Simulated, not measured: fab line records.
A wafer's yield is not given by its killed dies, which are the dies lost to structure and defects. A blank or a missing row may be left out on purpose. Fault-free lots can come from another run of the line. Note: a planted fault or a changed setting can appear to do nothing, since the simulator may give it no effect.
Matching of chambers || flow gf180mcu || GF_V3_ETCH_16 on rieDiel-02: 4 sister chambers
The step etches BARC in N2/H2. 14 wafers are shown with their chamber, then 7 later ones without.

WAFERS, EACH WITH ITS CHAMBER
{"wafer": "L230.2", "chamber": 3, "drypumpMotorCurrentA (A)": 5.4, "h2FlowSccm (sccm)": 198.7, "throttleValvePct (%)": 13.222}
{"wafer": "L230.4", "chamber": 2, "drypumpMotorCurrentA (A)": 5.5, "h2FlowSccm (sccm)": 200.2, "throttleValvePct (%)": 13.216}
{"wafer": "L230.6", "chamber": 2, "drypumpMotorCurrentA (A)": 5.5, "h2FlowSccm (sccm)": 200.6, "throttleValvePct (%)": 13.219}
{"wafer": "L233.2", "chamber": 0, "drypumpMotorCurrentA (A)": 5.4, "h2FlowSccm (sccm)": 201.4, "throttleValvePct (%)": 13.225}
{"wafer": "L233.5", "chamber": 1, "drypumpMotorCurrentA (A)": 6.2, "h2FlowSccm (sccm)": 199.2, "throttleValvePct (%)": 13.227}
{"wafer": "L233.6", "chamber": 0, "drypumpMotorCurrentA (A)": 5.4, "h2FlowSccm (sccm)": 200.6, "throttleValvePct (%)": 13.226}
{"wafer": "L235.1", "chamber": 2, "drypumpMotorCurrentA (A)": 5.5, "h2FlowSccm (sccm)": 199.6, "throttleValvePct (%)": 13.226}
{"wafer": "L235.2", "chamber": 3, "drypumpMotorCurrentA (A)": 5.4, "h2FlowSccm (sccm)": 200.0, "throttleValvePct (%)": 13.208}
{"wafer": "L235.4", "chamber": 1, "drypumpMotorCurrentA (A)": 6.3, "h2FlowSccm (sccm)": 200.1, "throttleValvePct (%)": 13.234}
{"wafer": "L238.1", "chamber": 3, "drypumpMotorCurrentA (A)": 5.4, "h2FlowSccm (sccm)": 199.7, "throttleValvePct (%)": 13.228}
{"wafer": "L238.2", "chamber": 0, "drypumpMotorCurrentA (A)": 5.4, "h2FlowSccm (sccm)": 200.2, "throttleValvePct (%)": 13.230}
{"wafer": "L238.5", "chamber": 2, "drypumpMotorCurrentA (A)": 5.5, "h2FlowSccm (sccm)": 200.0, "throttleValvePct (%)": 13.228}
{"wafer": "L239.1", "chamber": 3, "drypumpMotorCurrentA (A)": 5.4, "h2FlowSccm (sccm)": 199.7, "throttleValvePct (%)": 13.233}
{"wafer": "L239.2", "chamber": 0, "drypumpMotorCurrentA (A)": 5.5, "h2FlowSccm (sccm)": 199.5, "throttleValvePct (%)": 13.234}

SIGNATURES (means of the wafers above)
{"reading": "drypumpMotorCurrentA", "chamber 0": 5.425, "chamber 1": 6.250, "chamber 2": 5.500, "chamber 3": 5.400, "scatter within a chamber": 0.0354}
{"reading": "h2FlowSccm", "chamber 0": 200.425, "chamber 1": 199.650, "chamber 2": 200.100, "chamber 3": 199.525, "scatter within a chamber": 0.615}
{"reading": "throttleValvePct", "chamber 0": 13.22875, "chamber 1": 13.23050, "chamber 2": 13.22225, "chamber 3": 13.22275, "scatter within a chamber": 0.00723}
Rule: for each reading, subtract the chamber's mean from the wafer's reading, divide by that reading's scatter and square the result; add these up over the readings and take the root, which gives the wafer's distance from the chamber. If the next closest chamber is less than 2 further off than the closest, the wafer can't be placed; otherwise it belongs to the closest. The scatter is the square root of a quotient: the sum, over the shown wafers, of each reading's squared deviation from its chamber's mean, divided by wafers minus chambers.

WAFERS MISSING THEIR CHAMBER
{"wafer": "L239.6", "drypumpMotorCurrentA (A)": 6.3, "h2FlowSccm (sccm)": 199.5, "throttleValvePct (%)": 13.222}
{"wafer": "L241.1", "drypumpMotorCurrentA (A)": 5.5, "h2FlowSccm (sccm)": 199.7, "throttleValvePct (%)": 13.234}
{"wafer": "L241.2", "drypumpMotorCurrentA (A)": 5.4, "h2FlowSccm (sccm)": 201.1, "throttleValvePct (%)": 13.227}
{"wafer": "L241.3", "drypumpMotorCurrentA (A)": 6.3, "h2FlowSccm (sccm)": 200.0, "throttleValvePct (%)": 13.231}
{"wafer": "L247.1", "drypumpMotorCurrentA (A)": 5.5, "h2FlowSccm (sccm)": 199.8, "throttleValvePct (%)": 13.221}
{"wafer": "L247.5", "drypumpMotorCurrentA (A)": 5.4, "h2FlowSccm (sccm)": 199.6, "throttleValvePct (%)": 13.212}
{"wafer": "L247.6", "drypumpMotorCurrentA (A)": 5.5, "h2FlowSccm (sccm)": 200.4, "throttleValvePct (%)": 13.233}

EACH ONE'S CHAMBER
{"wafer": "L239.6", "from the rows above": 1, "in truth": 1}
{"wafer": "L241.1", "from the rows above": "can't be placed: 2 or 0 or 3", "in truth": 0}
{"wafer": "L241.2", "from the rows above": "can't be placed: 0 or 3", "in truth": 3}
{"wafer": "L241.3", "from the rows above": 1, "in truth": 1}
{"wafer": "L247.1", "from the rows above": 2, "in truth": 2}
{"wafer": "L247.5", "from the rows above": "can't be placed: 3 or 0 or 2", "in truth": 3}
{"wafer": "L247.6", "from the rows above": "can't be placed: 2 or 0 or 3", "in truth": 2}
3 of 7 placed correctly. Unplaceable from these rows: 4, with the true chamber sitting among the candidates in 4. Wrongly placed: 0.
